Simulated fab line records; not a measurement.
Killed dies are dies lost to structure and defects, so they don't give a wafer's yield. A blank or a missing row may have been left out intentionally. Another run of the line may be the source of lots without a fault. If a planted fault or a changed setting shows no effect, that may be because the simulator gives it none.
What tool caused it?	flow sfq line	15 lots, 45 wafers sampled, at 2 steps of a route of 325

WHAT THE GAUGES SHOWED, per wafer
SFQ_M0_RS_MEAS_904: uses a four-point probe to measure. Usual: M0_NB_RS gives 0.911 ohm/sq (standard deviation 0.0088).
lot	measured	on	M0_NB_RS (ohm/sq)	flag
L930	day 5 06:55	film metro-01	0.927 0.928 0.929	
L931	day 5 14:08	film metro-02	0.906 0.901 0.899	
L932	day 5 18:56	film metro-04	0.910 0.910 0.905	
L933	day 6 02:05	film metro-04	0.902 0.912 0.913	
L934	day 6 06:56	film metro-02	0.909 0.909 0.914	
L936	day 7 01:11	film metro-04	0.908 0.904 0.913	
L937	day 7 07:59	film metro-02	1.027 1.011 1.017 1.026 1.013 1.018	OFF
L938	day 7 12:43	film metro-01	1.018 1.023 1.021 1.018 1.022 1.018	OFF
L939	day 7 21:07	film metro-01	1.027 1.020 1.010 1.026 1.024 1.010	OFF
L940	day 8 01:59	film metro-04	0.920 0.918 0.925	
L945	day 9 05:32	film metro-01	0.925 0.916 0.923	
L949	day 10 07:56	film metro-04	0.903 0.898 0.902	
L951	day 10 16:08	film metro-04	0.923 0.922 0.927	
L952	day 11 01:43	film metro-02	0.910 0.898 0.902	
L953	day 11 04:34	film metro-01	0.907 0.911 0.906	

WHAT TOOL EACH LOT RAN ON (gives the tool, then ch and the chambers of the sampled wafers, and finally the start)
lot	SFQ_TRILAYER_M0_DEP_SPUTTER_019
L930	pvd sputter-05, day 5 06:48
L931	pvd sputter-03, day 5 14:00
L932	pvd sputter-04, day 5 18:48
L933	pvd sputter-03, day 6 02:00
L934	pvd sputter-05, day 6 06:49
L936	pvd sputter-05, day 7 01:05
L937	pvd sputter-05, day 7 07:50
L938	pvd sputter-05, day 7 12:38
L939	pvd sputter-05, day 7 21:02
L940	pvd sputter-03, day 8 01:51
L945	pvd sputter-03, day 9 05:26
L949	pvd sputter-03, day 10 07:50
L951	pvd sputter-04, day 10 16:02
L952	pvd sputter-05, day 11 01:38
L953	pvd sputter-03, day 11 04:28
- SFQ_TRILAYER_M0_DEP_SPUTTER_019: material Nb, target thk 200 nm, time 133.3 s.

WHAT THE TOOLS THEMSELVES READ (means of the sampled wafers that have a number; where no wafer has one, the mark that the record gives instead)
SFQ_TRILAYER_M0_DEP_SPUTTER_019. Usual: throttle valve pct at 30.0 %, with a standard deviation of 0.85.
lot	tool	throttle valve pct (%)	flag
L930	pvd sputter-05	29.2	
L931	pvd sputter-03	30.4	
L932	pvd sputter-04	30.9	
L933	pvd sputter-03	29.9	
L934	pvd sputter-05	29.6	
L936	pvd sputter-05	29.4	
L937	pvd sputter-05	30.1	
L938	pvd sputter-05	30.1	
L939	pvd sputter-05	29.6	
L940	pvd sputter-03	30.1	
L945	pvd sputter-03	30.0	
L949	pvd sputter-03	29.7	
L951	pvd sputter-04	30.0	
L952	pvd sputter-05	30.1	
L953	pvd sputter-03	30.3	

THE ANSWER, worked out from the rows above alone
Rule: take the mean of a lot's wafers that have a number; if it is more than 3 standard deviations from the usual mean, the lot is off. Also off: a lot with no number at a reading for which 4 or more lots have one. The other lots that the step has rows for count as sound. Order of review: gauges by route order, followed by the tools' own readings, for which a lot's mean as printed above is used. The first step at which some lot is off is used, and at that step the reading that is off furthest; a lot without a number counts as furthest.
Off: L937, L938, L939, at SFQ_M0_RS_MEAS_904 (M0_NB_RS).
A tool fits if, at a process step before that reading, it ran every lot that is off, and no sound lot after the first of them. The gauges at SFQ_M0_RS_MEAS_904 are tried like those tools. Not one of the candidates tried fits.

WHAT WAS PUT IN BY THE SIMULATOR
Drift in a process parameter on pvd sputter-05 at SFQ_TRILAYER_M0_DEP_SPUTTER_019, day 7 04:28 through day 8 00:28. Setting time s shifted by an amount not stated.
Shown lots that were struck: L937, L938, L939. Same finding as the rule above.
